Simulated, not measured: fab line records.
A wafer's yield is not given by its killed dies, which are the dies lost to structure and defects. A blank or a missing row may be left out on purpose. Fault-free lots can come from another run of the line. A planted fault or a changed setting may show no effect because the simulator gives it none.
fab line records | flow sfq-line
record lots=7 | wafers=21 | last-day=86
route steps=325 shown M0@32 I0@43
lots that met no fault: taken from a fault-free run of the same line
start-h: hours from the record's first day to the start of the lot's first wafer shown | wait-h: how many hours have passed since the lot's step before this one | " the same as in the row above | L1.1+2: several wafers, shown together as one row | - no value, or no start was given | * or withheld: withheld | < > ~ a bound
route shown NAME@n: a module of which the file shows steps, and the number in the route of the first | usual: mean/standard deviation of fault-free wafers | same: alike in all rows | chamber/n: place in a boat | sites: readings site by site | _std_site: the values' standard deviation | _edge_site: inner sites' mean taken away from outer sites' mean | radius-mm: for every site, how far away it sits from the centre of the wafer | mask NAME#n: copy n | behind: tool/chamber where the wafer was last shaped | hold: cause of the lot's hold/its duration in hours/its outcome | device: transistor that didn't switch, given as n, p or np | end of line: at the end of the route, the tests of the same wafers | a step given without rows: its recipe and nothing more | killed: count of dies lost to structure and defects at first sort (not the wafer's yield) | map: dies across one wafer; x = killed, . = not, _ = none there
set.NAME: the setting that was run; set.NAME@STEP: the one run at that earlier step | model.NAME: the simulator's own value behind a step, which no gauge read
lots at selected steps of the route; one table per step, one row per wafer
services: the hour from which a tool's chamber was out of use, counted from the record's first day as start-h (under 0 if before that day), plus the number of hours and why
## steps
# step SFQ_TRILAYER_M0_LITHO_COAT_026
# recipe resist=BARC | spin-rpm=3000 | resist-thk-nm=62
# step SFQ_TRILAYER_M0_LITHO_COAT_021
# recipe resist=KrF | spin-rpm=3000 | resist-thk-nm=600
# step SFQ_TRILAYER_M0_LITHO_SOFTBAKE_025
# recipe temp-c=withheld | time-s=withheld | resist=KrF
# step SFQ_TRILAYER_M0_LITHO_EXPOSE_022
# recipe mask-id=M0 | na=0.6 | source-shape=conventional | sigma-outer=0.65 | target-cd-nm=500 | dose-mj=14.4
# step SFQ_TRILAYER_M0_LITHO_PEB_024
# recipe peb-temp-c=115 | peb-time-s=60 | resist=KrF
# step SFQ_TRILAYER_M0_LITHO_DEVELOP_023
# recipe time-s=60 | resist=KrF
# step SFQ_M0_OVL_MEAS_906
# usual M0_OVL=1/6.5
lot.wafer | tool       | chamber | start-h | wait-h | M0_OVL[nm]
L482.3    | overlay-02 | -       | 253.93  | 0.1    | -5
L482.5    | "          | -       | "       | "      | -8
L482.6    | "          | -       | "       | "      | 1
L483.2    | overlay-02 | -       | 274.78  | 0.1    | -4
L483.4    | "          | -       | "       | "      | -3
L483.5    | "          | -       | "       | "      | -7
L491.1    | overlay-02 | -       | 336.44  | 0.1    | -1
L491.5    | "          | -       | "       | "      | 0
L491.6    | "          | -       | "       | "      | 3
L492.1    | overlay-02 | -       | 344.84  | 0.1    | 12
L492.5    | "          | -       | "       | "      | 15
L492.6    | "          | -       | "       | "      | 21
L493.1    | overlay-01 | -       | 350.84  | 0.1    | -9
L493.4    | "          | -       | "       | "      | -8
L493.6    | "          | -       | "       | "      | -11
L502.1    | overlay-02 | -       | 469.39  | 0.1    | -6
L502.3    | "          | -       | "       | "      | -10
L502.6    | "          | -       | "       | "      | -11
L503.1    | overlay-02 | -       | 477.79  | 0.1    | 12
L503.4    | "          | -       | "       | "      | 9
L503.5    | "          | -       | "       | "      | 10
# step SFQ_TRILAYER_M0_BARC_OPEN_METAL_ETCH_031
# recipe mask-material=PR | chemistry=O2 | target-depth-nm=125 | target=BARC | icp-w=600 | bias-w=80 | pressure-mtorr=10 | time-s=41.7
# usual drypump-motor-current-A=5.8/0.48 | oes-product-au=0.685/0.0044
# same time-s=41.7
lot.wafer | tool         | chamber | start-h | wait-h | drypump-motor-current-A | oes-product-au | rf-hours-counter-h
L482.3    | rie-metal-02 | 0       | 253.97  | 0.0    | 5.4                     | 0.682          | -
L482.5    | "            | 0       | "       | "      | 5.4                     | 0.686          | -
L482.6    | "            | 1       | "       | "      | 6.2                     | 0.688          | -
L483.2    | rie-metal-01 | 1       | 274.83  | 0.0    | 5.3                     | 0.690          | -
L483.4    | "            | 1       | "       | "      | 5.3                     | 0.686          | -
L483.5    | "            | 1       | "       | "      | 5.3                     | 0.690          | -
L491.1    | rie-metal-03 | 1       | 336.48  | 0.0    | 6.6                     | 0.690          | 116
L491.5    | "            | 1       | "       | "      | 6.6                     | 0.686          | -
L491.6    | "            | 0       | "       | "      | 6.2                     | 0.686          | -
L492.1    | rie-metal-01 | 1       | 344.88  | 0.0    | 5.3                     | 0.687          | 15
L492.5    | "            | 1       | "       | "      | 5.3                     | 0.680          | -
L492.6    | "            | 0       | "       | "      | 5.5                     | 0.683          | -
L493.1    | rie-metal-03 | 0       | 350.88  | 0.0    | 6.2                     | 0.683          | 16
L493.4    | "            | 1       | "       | "      | 6.6                     | 0.678          | -
L493.6    | "            | 0       | "       | "      | 6.2                     | 0.684          | -
L502.1    | rie-metal-02 | 1       | 469.42  | 0.0    | 6.2                     | 0.684          | 109
L502.3    | "            | 1       | "       | "      | 6.2                     | 0.690          | -
L502.6    | "            | 1       | "       | "      | 6.2                     | 0.681          | -
L503.1    | rie-metal-01 | 0       | 477.82  | 0.0    | 5.6                     | 0.682          | 14
L503.4    | "            | 0       | "       | "      | 5.5                     | 0.685          | -
L503.5    | "            | 1       | "       | "      | 5.3                     | 0.680          | -
# step SFQ_TRILAYER_M0_ETCH_METAL_ETCH_024
# recipe target=Nb | stop-on=SiO2 | mask-material=PR | chemistry=Cl2/Ar | target-depth-nm=240 | icp-w=600 | bias-w=80 | pressure-mtorr=10 | time-s=120
# usual drypump-motor-current-A=5.8/0.47 | oes-product-au=0.894/0.0078
# same time-s=120
lot.wafer | tool         | chamber | start-h | wait-h | drypump-motor-current-A | oes-product-au | rf-hours-counter-h
L482.3    | rie-metal-02 | 0       | 254.05  | 0.1    | 5.4                     | 0.906          | -
L482.5    | "            | 0       | "       | "      | 5.4                     | 0.894          | -
L482.6    | "            | 1       | "       | "      | 6.2                     | 0.899          | -
L483.2    | rie-metal-01 | 1       | 274.97  | 0.1    | 5.3                     | 0.890          | -
L483.4    | "            | 1       | "       | "      | 5.3                     | 0.906          | -
L483.5    | "            | 1       | "       | "      | 5.3                     | 0.894          | -
L491.1    | rie-metal-03 | 1       | 336.54  | 0.0    | 6.5                     | 0.896          | 116
L491.5    | "            | 1       | "       | "      | 6.6                     | 0.899          | -
L491.6    | "            | 0       | "       | "      | 6.2                     | 0.894          | -
L492.1    | rie-metal-01 | 1       | 344.94  | 0.0    | 5.3                     | 0.889          | 15
L492.5    | "            | 1       | "       | "      | 5.3                     | 0.893          | -
L492.6    | "            | 0       | "       | "      | 5.6                     | 0.892          | -
L493.1    | rie-metal-03 | 0       | 350.94  | 0.0    | 6.2                     | 0.892          | 16
L493.4    | "            | 1       | "       | "      | 6.5                     | 0.884          | -
L493.6    | "            | 0       | "       | "      | 6.2                     | 0.889          | -
L502.1    | rie-metal-02 | 1       | 469.48  | 0.0    | 6.2                     | 0.896          | 109
L502.3    | "            | 1       | "       | "      | 6.2                     | 0.899          | -
L502.6    | "            | 1       | "       | "      | 6.2                     | 0.886          | -
L503.1    | rie-metal-01 | 0       | 477.88  | 0.0    | 5.5                     | 0.903          | 15
L503.4    | "            | 0       | "       | "      | 5.6                     | 0.895          | -
L503.5    | "            | 1       | "       | "      | 5.3                     | 0.890          | -
# step SFQ_TRILAYER_M0_STRIP_STRIP_025
# recipe gas=O2 | power-w=200 | platen-temp-c=40 | overash-fraction=0.65 | chemistry=O2 | pressure-mtorr=50
# usual drypump-motor-current-A=5.8/0.47 | oes-product-au=1.003/0.011
lot.wafer | tool         | chamber | start-h | wait-h | drypump-motor-current-A | oes-product-au | rf-hours-counter-h
L482.3    | rie-metal-02 | 0       | 254.33  | 0.2    | 5.4                     | 0.993          | -
L482.5    | "            | 0       | "       | "      | 5.4                     | 0.989          | -
L482.6    | "            | 1       | "       | "      | 6.2                     | 1.012          | -
L483.2    | rie-metal-01 | 1       | 275.38  | 0.4    | 5.3                     | 0.990          | -
L483.4    | "            | 1       | "       | "      | 5.3                     | 0.994          | -
L483.5    | "            | 1       | "       | "      | 5.3                     | 0.996          | -
L491.1    | rie-metal-03 | 1       | 336.66  | 0.1    | 6.6                     | 1.001          | 116
L491.5    | "            | 1       | "       | "      | 6.6                     | 1.006          | -
L491.6    | "            | 0       | "       | "      | 6.2                     | 1.017          | -
L492.1    | rie-metal-01 | 1       | 345.06  | 0.1    | 5.3                     | 0.989          | 15
L492.5    | "            | 1       | "       | "      | 5.3                     | 0.998          | -
L492.6    | "            | 0       | "       | "      | 5.6                     | 1.016          | -
L493.1    | rie-metal-03 | 0       | 351.06  | 0.1    | 6.2                     | 1.006          | 16
L493.4    | "            | 1       | "       | "      | 6.5                     | 1.012          | -
L493.6    | "            | 0       | "       | "      | 6.2                     | 1.017          | -
L502.1    | rie-metal-02 | 1       | 469.61  | 0.1    | 6.2                     | 0.998          | 109
L502.3    | "            | 1       | "       | "      | 6.2                     | 1.003          | -
L502.6    | "            | 1       | "       | "      | 6.2                     | 1.002          | -
L503.1    | rie-metal-01 | 0       | 478.01  | 0.1    | 5.6                     | 1.012          | 15
L503.4    | "            | 0       | "       | "      | 5.6                     | 1.010          | -
L503.5    | "            | 1       | "       | "      | 5.3                     | 0.989          | -
# step SFQ_TRILAYER_M0_STRIP_SOLV_CLEAN_026
# recipe chemistry=NMP | temp-c=70 | time-s=600
# step SFQ_TRILAYER_I0_DEP_PECVD_027
# recipe material=SiO2 | temp-c=150 | time-s=111.11 | pressure-torr=2.4 | rf-w=183.3 | precursor=SiH4/N2O | target-thk-nm=500
# usual heater-power-w=86/17 | rf-fwd-power-W=182.2/0.62 | showerhead-vpp-V=840/40 | throttle-valve-pct=24.1/1.9
# same time-s=111.11
lot.wafer | tool     | chamber | start-h | wait-h | heater-power-w | rf-fwd-power-W | showerhead-vpp-V | throttle-valve-pct | model.SiO2_of_TRILAYER_I0_DEP_PECVD_027.thk-nm
L482.3    | pecvd-03 | 0       | 254.93  | 0.0    | 104            | 183.0          | 856              | 25.0               | 498.6
L482.5    | "        | 0       | "       | "      | 103            | 182.2          | 852              | 25.1               | 505.3
L482.6    | "        | 1       | "       | "      | 63             | 181.4          | 915              | 23.6               | 496.1
L483.2    | pecvd-02 | 1       | 276.55  | 0.0    | 85             | 182.5          | 808              | 22.2               | 498.6
L483.4    | "        | 0       | "       | "      | 79             | 181.5          | 782              | 23.1               | 500.8
L483.5    | "        | 2       | "       | "      | 93             | 183.2          | 877              | 22.8               | 506.7
L491.1    | pecvd-02 | 1       | 337.44  | 0.0    | 101            | 152.3          | 761              | 22.1               | 462.4
L491.5    | "        | 2       | "       | "      | 115            | 154.1          | 791              | 22.9               | 483.1
L491.6    | "        | 1       | "       | "      | 101            | 152.7          | 762              | 22.8               | 471.4
L492.1    | pecvd-02 | 1       | 345.84  | 0.0    | 103            | 152.7          | 765              | 22.5               | 468.9
L492.5    | "        | 2       | "       | "      | 104            | 153.6          | 802              | 22.9               | 477.2
L492.6    | "        | 0       | "       | "      | 75             | 153.6          | 718              | 23.4               | 477.5
L493.1    | pecvd-02 | 2       | 351.84  | 0.0    | 122            | 153.4          | 800              | 22.8               | 468.5
L493.4    | "        | 2       | "       | "      | 105            | 152.7          | 818              | 23.0               | 477.1
L493.6    | "        | 0       | "       | "      | 73             | 152.9          | 719              | 23.3               | 480.2
L502.1    | pecvd-03 | 1       | 470.91  | 0.0    | 53             | 180.8          | 919              | 23.6               | 487.3
L502.3    | "        | 2       | "       | "      | 72             | 182.5          | 815              | 26.1               | 485.7
L502.6    | "        | 1       | "       | "      | 59             | 181.5          | 901              | 23.8               | 491
L503.1    | pecvd-03 | 1       | 478.78  | 0.0    | 63             | 181.6          | 912              | 23.6               | 494.9
L503.4    | "        | 2       | "       | "      | 70             | 181.6          | 809              | 26.0               | 505.7
L503.5    | "        | 1       | "       | "      | 65             | 181.4          | 913              | 23.6               | 497.9
# step SFQ_TRILAYER_I0_CMP_CMP_028
# recipe material=SiO2 | down-force-psi=3 | platen-rpm=60 | pad-velocity-m-s=0.94248
# usual motor-current-A=9.9/0.52 | retaining-ring-pressure-frac=1.000/0.005 | time-to-endpoint-s=213/7.2
lot.wafer | tool   | chamber | start-h | wait-h | motor-current-A | retaining-ring-pressure-frac | time-to-endpoint-s
L482.3    | cmp-01 | 2       | 256.10  | 1.1    | 10.4            | 0.992                        | 221
L482.5    | "      | 1       | 257.60  | 2.6    | 10.1            | 1.002                        | 234
L482.6    | "      | 2       | "       | "      | 10.1            | 0.995                        | 217
L483.4    | cmp-02 | 0       | 277.13  | 0.5    | 9.5             | 1.008                        | 210
L483.2    | "      | 1       | "       | "      | 10.0            | 0.994                        | 204
L483.5    | "      | 3       | 278.63  | 2.0    | 9.3             | 1.003                        | 221
L491.1    | cmp-02 | 1       | 338.02  | 0.5    | 10.0            | 1.006                        | 177
L491.5    | "      | 0       | 339.52  | 2.0    | 9.3             | 0.996                        | 201
L491.6    | "      | 1       | "       | "      | 10.5            | 1.009                        | 188
L492.1    | cmp-01 | 3       | 347.42  | 1.5    | 9.3             | 1.005                        | 185
L492.6    | "      | 0       | "       | "      | 11.4            | 1.001                        | 196
L492.5    | "      | 1       | "       | "      | 9.6             | 0.990                        | 213
L493.1    | cmp-01 | 3       | 352.53  | 0.7    | 9.0             | 1.004                        | 191
L493.4    | "      | 0       | "       | "      | 10.7            | 1.001                        | 201
L493.6    | "      | 3       | 354.53  | 2.6    | 9.5             | 1.005                        | 200
L502.3    | cmp-02 | 3       | 472.13  | 1.2    | 9.4             | 1.001                        | 206
L502.1    | "      | 1       | 473.13  | 2.2    | 9.7             | 1.001                        | 205
L502.6    | "      | 2       | "       | "      | 10.0            | 1.003                        | 217
L503.4    | cmp-02 | 1       | 478.86  | 0.0    | 9.7             | 1.001                        | 210
L503.1    | "      | 3       | 479.86  | 1.0    | 9.3             | 1.003                        | 208
L503.5    | "      | 2       | 481.36  | 2.5    | 10.7            | 1.005                        | 217
# step SFQ_I0_BOW_MEAS_907
# recipe mode=bow
# usual I0_BOW=-1/6.5
lot.wafer | tool          | chamber | start-h | wait-h | I0_BOW[um]
L482.3    | film-metro-04 | -       | 258.64  | 2.0    | 3
L482.5    | "             | -       | "       | "      | 1
L482.6    | "             | -       | "       | "      | -1
L483.2    | film-metro-01 | -       | 279.65  | 1.5    | -1
L483.4    | "             | -       | "       | "      | 12
L483.5    | "             | -       | "       | "      | 3
L491.1    | film-metro-01 | -       | 340.52  | 2.0    | -10
L491.5    | "             | -       | "       | "      | 5
L491.6    | "             | -       | "       | "      | -4
L492.1    | film-metro-02 | -       | 348.92  | 1.0    | -5
L492.5    | "             | -       | "       | "      | -16
L492.6    | "             | -       | "       | "      | 15
L493.1    | film-metro-01 | -       | 355.53  | 2.5    | -2
L493.4    | "             | -       | "       | "      | -1
L493.6    | "             | -       | "       | "      | 4
L502.1    | film-metro-02 | -       | 474.63  | 1.0    | -12
L502.3    | "             | -       | "       | "      | -15
L502.6    | "             | -       | "       | "      | -2
L503.1    | film-metro-02 | -       | 481.86  | 1.5    | -4
L503.4    | "             | -       | "       | "      | -6
L503.5    | "             | -       | "       | "      | -6
## services
tool         | chamber | start-h | hours | kind
cmp-01       | -       | 232.00  | 4.0   | pm
rie-metal-01 | -       | 238.92  | 0.2   | repair
rie-metal-01 | 1       | 243.47  | -     | clean
rie-metal-01 | 1       | 243.47  | 16.6  | scheduled-down
cmp-01       | -       | 244.37  | 0.6   | repair
rie-metal-01 | -       | 254.95  | 3.6   | repair
rie-metal-01 | 0       | 258.46  | 30.1  | repair
cmp-01       | -       | 269.49  | 1.0   | repair
pecvd-02     | 1       | 271.67  | 4.5   | repair
cmp-02       | -       | 293.40  | 1.1   | repair
cmp-01       | -       | 318.74  | 0.9   | repair
cmp-02       | -       | 327.23  | 0.7   | repair
cmp-02       | -       | 347.01  | 5.6   | pm
pecvd-03     | 2       | 350.22  | 16.0  | repair
cmp-02       | -       | 353.64  | 1.2   | repair
rie-metal-03 | 1       | 366.45  | 10.0  | repair
pecvd-02     | -       | 381.50  | 6.0   | pm
pecvd-02     | -       | 390.71  | 1.9   | repair
cmp-01       | -       | 404.49  | 3.6   | pm
cmp-02       | -       | 409.35  | 4.0   | pm
cmp-02       | -       | 423.12  | 4.5   | repair
pecvd-02     | -       | 425.91  | 5.5   | pm
rie-metal-03 | -       | 456.07  | 0.9   | repair
cmp-01       | -       | 469.26  | 3.8   | pm
## key
first-sign step=SFQ_TRILAYER_I0_DEP_PECVD_027 | reading=rf-fwd-power-W | direction=down | sigmas=47 | usual=182.2 | struck=153.1
effect step=SFQ_TRILAYER_I0_DEP_PECVD_027 | reading=showerhead-vpp-V | direction=down | sigmas=1.8 | usual=840 | struck=771
effect step=SFQ_TRILAYER_I0_CMP_CMP_028 | reading=time-to-endpoint-s | direction=down | sigmas=2.6 | usual=* | struck=*
model-effect step=SFQ_TRILAYER_I0_DEP_PECVD_027 | value=SiO2_of_TRILAYER_I0_DEP_PECVD_027.thk-nm | without=499.6 | struck=474
met-at SFQ_TRILAYER_I0_DEP_PECVD_027
struck-wafers L491.1,L491.5,L491.6,L492.1,L492.5,L492.6,L493.1,L493.4,L493.6
onset-between 276.55 337.44
fault kind=process-parameter-drift | tool=pecvd-02 | chamber=- | onset-h=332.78 | steps=SFQ_TRILAYER_I0_DEP_PECVD_027 | channel=rf-w | offset=-29.328 | shape=step | end-h=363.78 | acts-in=these-recipes-only | stated=183.3
